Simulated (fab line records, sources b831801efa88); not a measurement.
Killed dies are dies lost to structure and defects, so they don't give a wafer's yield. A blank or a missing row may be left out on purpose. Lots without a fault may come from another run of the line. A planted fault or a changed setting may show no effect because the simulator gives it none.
A struck lot beside a sound one | flow sky130 | 44 steps out of a route of 708
Sound: wafers L437.2, L437.5, L437.6. Struck: wafers L445.1, L445.3, L445.6. The cause comes at the end.
At each step with rows: each side's tool, then ch and its chambers, then its first start. Under that, the readings that differ: sound wafers | struck wafers | difference of the means | sigmas: that difference in standard deviations of wafers without a fault.
alike: readings whose means differ by less than 2 such deviations, and words and numbers that are the same on both sides. not compared: withheld readings, readings that some wafer has no value for, bounds like >300 that may hide the same value, and numbers for which the record gives no deviation and whose values overlap.
The two part at a step that has a row with sigmas, a row that says differs or no value, or rows on one side only. Numbers that don't overlap but have no deviation are shown without sigmas and don't part them. A reading that every wafer of one side lacks parts them only if that side has two wafers or more.

first, 3 steps without rows for these wafers: SKY_VIA2_CLEAN_18 (cleans in IPA, time 180 s); SKY_VIA2_CLEAN_19 (cleans in O3/DIW); SKY_VIA2_SPUTTER_20 (material TiN, target thk 20 nm, time 80 s).
SKY_VIA2_CVD_21: deposits W, target thk 420 nm, time 126.4 s.
  sound on cvd_w-02 ch 0,1, day 37 06:23; struck on cvd_w-01 ch 0,1, day 39 13:01
  alike: heater_power_w
SKY_VIA2_RS_MEAS_22: measures by four-point-probe.
  sound on film_metro-03, day 37 06:32; struck on film_metro-04, day 39 13:08
  alike: VIA2_W_RS
SKY_VIA2_THK_MEAS_23: measures by xrf.
  sound on film_metro-03, day 37 06:39; struck on film_metro-04, day 39 13:16
  alike: VIA2_W_THK
SKY_VIA2_CMP_24: polishes, stops on SiO2, t overpolish 20 s, target thk 0 nm.
  sound on cmp-01 ch 1,2, day 37 06:42; struck on cmp-01 ch 0,2,3, day 39 13:36
  alike: motor_current_A, overpolish_run_s, time_to_endpoint_s
then, 1 step without rows for these wafers: SKY_METAL3_SPUTTER_00 (material Ti, target thk 15 nm, time 10 s).
SKY_METAL3_SPUTTER_01: material TiN, target thk 20 nm, time 16.7 s.
  sound on pvd_sputter-02, day 37 07:01; struck on pvd_sputter-03, day 39 13:52
  reading                | sound          | struck         | difference | sigmas
  throttle_valve_pct (%) | 31.0 31.9 30.8 | 29.7 28.4 28.6 | -2.3       | -3
SKY_METAL3_SPUTTER_02: material AlCu, target thk 735 nm, time 39.1 s.
  sound on pvd_sputter-02, day 37 07:03; struck on pvd_sputter-03, day 39 13:54
  reading                | sound          | struck         | difference | sigmas
  throttle_valve_pct (%) | 30.6 32.1 30.2 | 29.7 28.4 28.3 | -2.2       | -2
then, 2 steps without rows for these wafers: SKY_METAL3_SPUTTER_03 (material Ti, target thk 5 nm, time 3.3 s); SKY_METAL3_SPUTTER_04 (material TiN, target thk 70 nm, time 58.3 s).
SKY_CAPM_CVD_00: deposits SiO2, target thk 15.5 nm.
  sound on pecvd-02 ch 0,1,2, day 37 07:09; struck on pecvd-02 ch 0,1, day 39 14:00
  reading                               | sound             | struck            | difference | sigmas
  rf_fwd_power_W (W)                    | 442.1 439.8 438.0 | 509.6 508.8 509.1 | +69.2      | +25
  model.SiO2_of_CAPM_CVD_00.thk_nm (nm) | 15.66 15.86 15.7  | 16.25 16.39 16.66 | +0.69      |
  alike: heater_power_w
SKY_CAPM_THK_MEAS_01:
  sound on film_metro-03, day 37 07:11; struck on film_metro-03, day 39 14:02
  reading              | sound             | struck            | difference | sigmas
  CAPM_CVD_00_THK (nm) | 15.68 15.89 15.65 | 16.21 16.45 16.68 | +0.71      | +3
then, 1 step without rows for these wafers: SKY_CAPM_SPUTTER_02 (material TiN, target thk 200 nm, time 166.7 s).
SKY_CAPM_RS_MEAS_03: measures by four-point-probe.
  sound on film_metro-02, day 37 07:22; struck on film_metro-02, day 39 14:13
  alike: CAPM_TIN_RS
SKY_CAPM_THK_MEAS_04: measures by xrf.
  sound on film_metro-02, day 37 07:28; struck on film_metro-02, day 39 14:20
  alike: CAPM_TIN_THK
then, 7 steps without rows for these wafers: SKY_CAPM_DEHYDRATE_05 (time 60 s); SKY_CAPM_HMDS_06 (prime time 60 s); SKY_CAPM_COAT_07 (resist thk 1140 nm); SKY_CAPM_SOFTBAKE_08 (time 60 s); SKY_CAPM_EXPOSE_09 (exposes mask CAPM, target cd 1000 nm); SKY_CAPM_PEB_10; SKY_CAPM_DEVELOP_11 (develop time 60 s).
SKY_CAPM_OVL_MEAS_12:
  sound on overlay-02, day 38 08:30; struck on overlay-02, day 40 14:00
  alike: CAPM_OVL
SKY_CAPM_METAL_ETCH_13: etches TiN in Cl2/BCl3, stops on SiO2, target depth 220 nm, time 62.9 s.
  sound on rie_metal-03 ch 0,1, day 38 08:32; struck on rie_metal-03 ch 0,1, day 40 14:02
  alike: drypump_motor_current_A, oes_product_au, throttle_valve_pct
  not compared: rf_hours_counter_h
then, 12 steps without rows for these wafers: SKY_CAPM_STRIP_14 (strips in O2/N2); SKY_CAPM_STRIP_15 (strips in post etch residue remover, time 1200 s); SKY_CAPM_CLEAN_16 (cleans in IPA, time 180 s); SKY_CAPM_CLEAN_17 (cleans in O3/DIW); SKY_METAL3_DEHYDRATE_05 (time 60 s); SKY_METAL3_HMDS_06 (prime time 60 s); SKY_METAL3_COAT_07 (resist thk 60 nm); SKY_METAL3_COAT_08 (resist thk 1140 nm); SKY_METAL3_SOFTBAKE_09 (time 90 s); SKY_METAL3_EXPOSE_10 (exposes mask MM3, target cd 300 nm); SKY_METAL3_PEB_11; SKY_METAL3_DEVELOP_12 (develop time 60 s).
SKY_METAL3_CD_MEAS_13: target cd 300 nm.
  sound on cd_sem-01, day 39 09:50; struck on cd_sem-02, day 41 14:03
  reading    | sound             | struck            | difference | sigmas
  cd_nm (nm) | 298.8 298.1 299.0 | 300.2 302.1 301.4 | +2.6       | +2
SKY_METAL3_OVL_MEAS_14:
  sound on overlay-01, day 39 09:57; struck on overlay-02, day 41 14:10
  alike: METAL3_OVL
then, 2 steps without rows for these wafers: SKY_METAL3_DESCUM_15 (chemistry O2, time 8 s); SKY_METAL3_ETCH_16 (etches BARC in N2/H2, stops on SiO2, time 85.5 s, target depth 60 nm).
SKY_METAL3_ETCH_17: etches SiO2 in C4F8/O2/Ar, stops on TiN, time 3.9 s, target depth 15 nm.
  sound on rie_diel-01 ch 0,1,2, day 39 10:07; struck on rie_diel-01 ch 0,1,2, day 41 14:20
  reading                  | sound             | struck            | difference | sigmas
  oes_product_au (a.u.)    | 0.749 0.760 0.761 | 0.770 0.779 0.786 | +0.022     | +3
  model.etch.depth_nm (nm) | 15.66 15.86 15.7  | 16.25 16.39 16.66 | +0.69      |
  not compared: rf_hours_counter_h
-- the record jumps here: 7 days lie between the struck wafers' starts before and after (it left off in module METAL3 and takes up again in module PAD_OPEN, whose first step shown is number 708 of the route) --
SKY_PAD_OPEN_PROBE_99:
  sound on prober-01, day 46 10:50; struck on prober-01, day 48 05:56
  reading                      | sound | struck | difference | sigmas
  model.etest.cap_mim.bv_v (V) | 14.04 | 15.24  | +1.20      |
  model.etest.cap_mim.c_ff_um2 | 2.311 | 2.169  | -0.142     |

WHERE THEY PART
First at SKY_METAL3_SPUTTER_01; last, within this record, at SKY_METAL3_ETCH_17.

WHY: what the simulator had put in
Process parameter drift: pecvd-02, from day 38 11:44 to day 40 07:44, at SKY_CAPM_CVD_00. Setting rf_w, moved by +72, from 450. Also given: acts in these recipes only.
